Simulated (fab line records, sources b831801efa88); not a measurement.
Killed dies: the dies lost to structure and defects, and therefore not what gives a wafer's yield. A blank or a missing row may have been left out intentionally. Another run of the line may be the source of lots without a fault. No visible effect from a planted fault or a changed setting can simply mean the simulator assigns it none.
fab line records	flow sky130
record: lots: 5	wafers: 15	last_day: 49
route steps=708 shown NWELL@61
lots with no fault: from the same line, run without faults
start_h: start of the lot's first displayed wafer, in hours after the record's first day	wait_h: how many hours have passed since the lot's step before this one	" as in the row above	L1.1+2: a single row standing in for several wafers	- value missing, or start not given	* or withheld: withheld	< > ~ a bound
route shown NAME@n: a module of which the file shows steps, and the number in the route of the first	usual: average and standard deviation across the fault-free wafers	same: alike in all rows	chamber/n: place in a boat	sites: the reading at each site	_std_site: standard deviation across them	_edge_site: inner sites' mean taken away from outer sites' mean	radius_mm: for every site, how far away it sits from the centre of the wafer	mask NAME#n: copy n	behind: the most recent tool/chamber to have shaped the wafer	hold: the reason the lot was held/the length of the hold in hours/how it ended	device: transistor that didn't switch, given as n, p or np	end of line: the same wafers' tests at the end of the route	a step with no rows: only its recipe	killed: dies lost to structure and defects at the first sort, not the wafer's yield	map: a wafer's dies, x killed, . not, _ none there
set.NAME: the setting that was run; set.NAME@STEP: the one run at that earlier step	model.NAME: the simulator's own value behind a step, which no gauge read
a table for each step, a row for each wafer; lots at some steps of the route
services: when a tool's chamber went out of use (start_h, in hours from the record's first day, below 0 if earlier), for how many hours, and the reason
== steps ==
step: SKY_NWELL_PEB_08
recipe: temp_c: 115	time_s: withheld
step: SKY_NWELL_DEVELOP_09
recipe: wall_angle_deg: 90	developer: TMAH	develop_time_s: 60	dev_temp_c: 23
step: SKY_NWELL_OVL_MEAS_10
usual: NWELL_00_OVL: -0.1/1.3
lot.wafer	tool	chamber	start_h	wait_h	NWELL_00_OVL[nm]
L765.1	overlay-01	-	107.46	-	0.1
L765.2	"	-	"	"	-1.2
L765.6	"	-	"	"	-1.8
L769.1	overlay-02	-	129.40	-	-0.9
L769.4	"	-	"	"	0.0
L769.5	"	-	"	"	-0.4
L773.4	overlay-01	-	152.81	-	-0.1
L773.5	"	-	"	"	-1.1
L773.6	"	-	"	"	-1.3
L780.1	overlay-01	-	190.13	-	-0.4
L780.3	"	-	"	"	1.1
L780.4	"	-	"	"	0.4
L782.1	overlay-01	-	205.38	-	1.0
L782.5	"	-	"	"	-1.2
L782.6	"	-	"	"	-0.4
step: SKY_NWELL_IMPLANT_11
recipe: species: P	energy_kev: 400	dose_cm2: 1.9e+13	tilt_deg: withheld
step: SKY_NWELL_IMPLANT_12
recipe: species: P	energy_kev: 120	dose_cm2: 1.3e+12	tilt_deg: withheld
step: SKY_NWELL_IMPLANT_13
recipe: species: P	energy_kev: 50	dose_cm2: 6.919e+11	tilt_deg: withheld
step: SKY_NWELL_STRIP_14
recipe: chemistry: O2/N2	power_w: 1400	pressure_mtorr: 1500	platen_temp_c: withheld	o2_flow_sccm: 3000	n2_flow_sccm: 300	overash_fraction: 0.5
usual: drypump_motor_current_A: 5.8/0.49	n2_flow_sccm: 299.9/0.78	oes_product_au: 0.722/0.0044	strip_time_to_endpoint_s: 36.92/0.1
same: overash_fraction: 0.5
lot.wafer	tool	chamber	start_h	wait_h	drypump_motor_current_A	n2_flow_sccm	oes_product_au	rf_hours_counter_h	strip_time_to_endpoint_s
L765.1	plasma_asher-01	1	107.95	0.1	6.8	300.3	0.720	43	36.90
L765.2	"	0	"	"	5.6	300.4	0.719	43	36.90
L765.6	"	0	"	"	5.6	300.7	0.730	-	36.88
L769.1	plasma_asher-01	0	129.88	0.1	5.6	300.8	0.724	46	37.01
L769.4	"	0	"	"	5.6	300.6	0.714	-	36.88
L769.5	"	1	"	"	6.7	300.1	0.720	-	36.98
L773.4	plasma_asher-04	1	153.31	0.1	5.6	299.3	0.724	-	36.97
L773.5	"	0	"	"	6.0	300.2	0.719	-	36.88
L773.6	"	1	"	"	5.6	299.5	0.728	-	36.96
L780.1	plasma_asher-04	1	190.62	0.1	5.6	298.7	0.722	38	36.87
L780.3	"	1	"	"	5.6	299.8	0.723	-	36.89
L780.4	"	0	"	"	5.9	300.7	0.720	-	36.86
L782.1	plasma_asher-01	0	205.87	0.1	5.6	299.4	0.717	53	37.11
L782.5	"	1	"	"	6.8	299.6	0.722	-	37.05
L782.6	"	0	"	"	5.5	299.9	0.720	-	37.06
step: SKY_NWELL_TW_MEAS_15
usual: NWELL_TW: 1812/12
lot.wafer	tool	chamber	start_h	wait_h	NWELL_TW
L765.1	film_metro-02	-	108.05	0.1	1832
L765.2	"	-	"	"	1837
L765.6	"	-	"	"	1838
L769.1	film_metro-01	-	129.98	0.1	1810
L769.4	"	-	"	"	1809
L769.5	"	-	"	"	1799
L773.4	film_metro-01	-	153.41	0.1	1812
L773.5	"	-	"	"	1810
L773.6	"	-	"	"	1808
L780.1	film_metro-01	-	190.72	0.1	1785
L780.3	"	-	"	"	1800
L780.4	"	-	"	"	1804
L782.1	film_metro-02	-	205.97	0.1	1823
L782.5	"	-	"	"	1826
L782.6	"	-	"	"	1823
step: SKY_NWELL_DEHYDRATE_16
recipe: temp_c: 200	time_s: 60
step: SKY_NWELL_HMDS_17
recipe: prime_time_s: 60	prime_temp_c: 120
step: SKY_NWELL_COAT_18
recipe: spin_rpm: 2000	resist_thk_nm: 3000
step: SKY_NWELL_SOFTBAKE_19
recipe: temp_c: 110	time_s: withheld
step: SKY_NWELL_EXPOSE_20
recipe: mask_id: NWM_COMPLEMENT	na: 0.6	source_shape: conventional	sigma_outer: 0.6	polarization: unpolarized	target_cd_nm: 840	dose_mj: 260
same: sigma_outer: 0.6
lot.wafer	tool	chamber	start_h	wait_h	mask
L765.1+2+6	iline_stepper-01	0	118.02	-	NWM_COMPLEMENT#0
L769.1+4+5	iline_stepper-01	0	139.91	-	NWM_COMPLEMENT_R1#0
L773.4+5+6	iline_stepper-01	0	163.70	-	NWM_COMPLEMENT#0
L780.1+3+4	iline_stepper-01	0	201.00	-	NWM_COMPLEMENT#0
L782.1+5+6	iline_stepper-02	0	215.73	-	NWM_COMPLEMENT#0
step: SKY_NWELL_PEB_21
recipe: temp_c: 115	time_s: withheld
== services ==
tool	chamber	start_h	hours	kind
iline_stepper-02	-	120.89	8.9	pm
iline_stepper-02	-	139.32	4.3	pm
iline_stepper-01	-	143.65	1.7	pm
plasma_asher-01	-	206.01	6.3	repair
== key ==
first_sign: step: SKY_NWELL_EXPOSE_20	reading: mask	direction: changed
effect none on later readings
met_at SKY_NWELL_EXPOSE_20
struck_wafers L769.1,L769.4,L769.5
rows_end L769.1,L769.4,L769.5
onset_between 118.02 139.91
fault: kind: wrong_mask	tool: any	chamber: -	onset_h: 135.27	steps: SKY_NWELL_EXPOSE_20	aux_copy: NWM_COMPLEMENT_R1#0	cd_offset_nm: -101	scope: struck_lots_only
rows_end: these wafers met a further fault down the route, and their rows from its step on are left out
